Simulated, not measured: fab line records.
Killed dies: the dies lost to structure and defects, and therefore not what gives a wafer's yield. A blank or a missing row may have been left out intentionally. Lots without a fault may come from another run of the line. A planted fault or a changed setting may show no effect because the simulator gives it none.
The same fault as seen by 2 desks | flow sky130 | numbers are kept per desk, each desk with only its own; the story behind them comes last

TOOL OWNER'S DESK, rie_si-01
The tool's own readings at SKY_FIELD_ISO_ETCH_17 (etches Si in HBr/Cl2/O2, target depth 342 nm, time 97.7 s): means of the sampled wafers that have a number, for each lot that ran on this tool. The brackets show how far a lot's mean lies from the usual mean; more than 4 standard deviations puts the lot out of limits, marked OUT.
Columns: A = drypump_motor_current_A at SKY_FIELD_ISO_ETCH_17, usual 5.9 A; B = mfc_cl2_sccm at SKY_FIELD_ISO_ETCH_17, usual 40.02 sccm; C = oes_product_au at SKY_FIELD_ISO_ETCH_17, usual 0.998 a.u.; D = rf_fwd_power_W at SKY_FIELD_ISO_ETCH_17, usual 596.6 W; E = throttle_valve_pct at SKY_FIELD_ISO_ETCH_17, usual 25.658 %
lot  | first seen here | A   | B     | C               | D     | E
L339 | day 2 20:46     | 5.2 | 40.06 | 0.994           | 596.6 | 25.642
L343 | day 3 16:49     | 5.5 | 40.12 | 1.004           | 598.4 | 25.656
L347 | day 4 17:51     | 5.2 | 40.02 | 1.011           | 597.3 | 25.653
L348 | day 4 21:01     | 5.5 | 40.10 | 0.998           | 597.2 | 25.651
L351 | day 5 13:32     | 5.3 | 39.97 | 0.913 (-11) OUT | 596.0 | 25.723 (+5.9) OUT
L353 | day 5 23:35     | 5.3 | 39.94 | 0.903 (-13) OUT | 596.9 | 25.712 (+4.9) OUT
L356 | day 6 12:48     | 5.3 | 40.00 | 0.902 (-13) OUT | 599.2 | 25.726 (+6.2) OUT
This desk finds L351, L353, L356 out of limits, L351 being first, at day 5 13:32 (oes_product_au at SKY_FIELD_ISO_ETCH_17). Within limits: L339, L343, L347, L348.

FROM THE METROLOGY DESK
Lot by lot, what the gauges showed, no matter which tool ran the lot: averages of those sampled wafers that carry a number. The brackets show how far a lot's mean lies from the usual mean; more than 4 standard deviations puts the lot out of limits, marked OUT.
Columns: A = INCOMING_BOW at SKY_FIELD_ISO_BOW_MEAS_00, usual -1 um; B = DNWELL_TW at SKY_DNWELL_TW_MEAS_09, usual 1108; C = VT_ADJUST_HVTP_OVL at SKY_VT_ADJUST_HVTP_OVL_MEAS_08, usual -0.1 nm
lot  | first seen here | A  | B    | C
L336 | day 1 10:04     | -8 | 1104 | -2.3
L337 | day 1 15:01     | 4  | 1098 | 0.3
L338 | day 1 20:00     | 2  | 1104 | 0.6
L339 | day 2 01:00     | -4 | 1110 | -0.4
L340 | day 2 06:01     | -3 | 1114 | 0.8
L343 | day 2 21:04     | -0 | 1107 | -1.6
L344 | day 3 02:01     | -4 | 1113 | -0.6
L345 | day 3 07:02     | -8 | 1109 | 0.5
L346 | day 3 12:00     | -1 | 1098 | 1.9
L347 | day 3 17:01     | 2  | 1118 | 1.2
L348 | day 3 22:00     | -2 | 1109 | 1.3
L351 | day 4 13:04     | 4  | 1104 | -2.5
L353 | day 4 23:00     | 0  | 1105 | 2.8
L356 | day 5 14:02     | -2 | 1108 | -0.0
Result from this desk: across the 14 lots, nothing is out of limits.

ALL TOGETHER
The tool owner's desk had the chance to raise an alarm at day 5 13:32 on L351, L353, L356.
At the metrology desk, nothing out of limits was observed.
The metrology desk has L351, L353, L356 on record, within its limits.
Every lot named ran SKY_FIELD_ISO_ETCH_17 on rie_si-01.

WHAT THE SIMULATOR HAD PUT IN
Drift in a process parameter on rie_si-01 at SKY_FIELD_ISO_ETCH_17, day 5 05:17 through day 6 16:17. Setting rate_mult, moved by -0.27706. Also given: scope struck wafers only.
Lots struck among those shown: L351, L353, L356.
Each desk's first reading out of limits, in hours after the fault started: the tool owner's desk, 8.
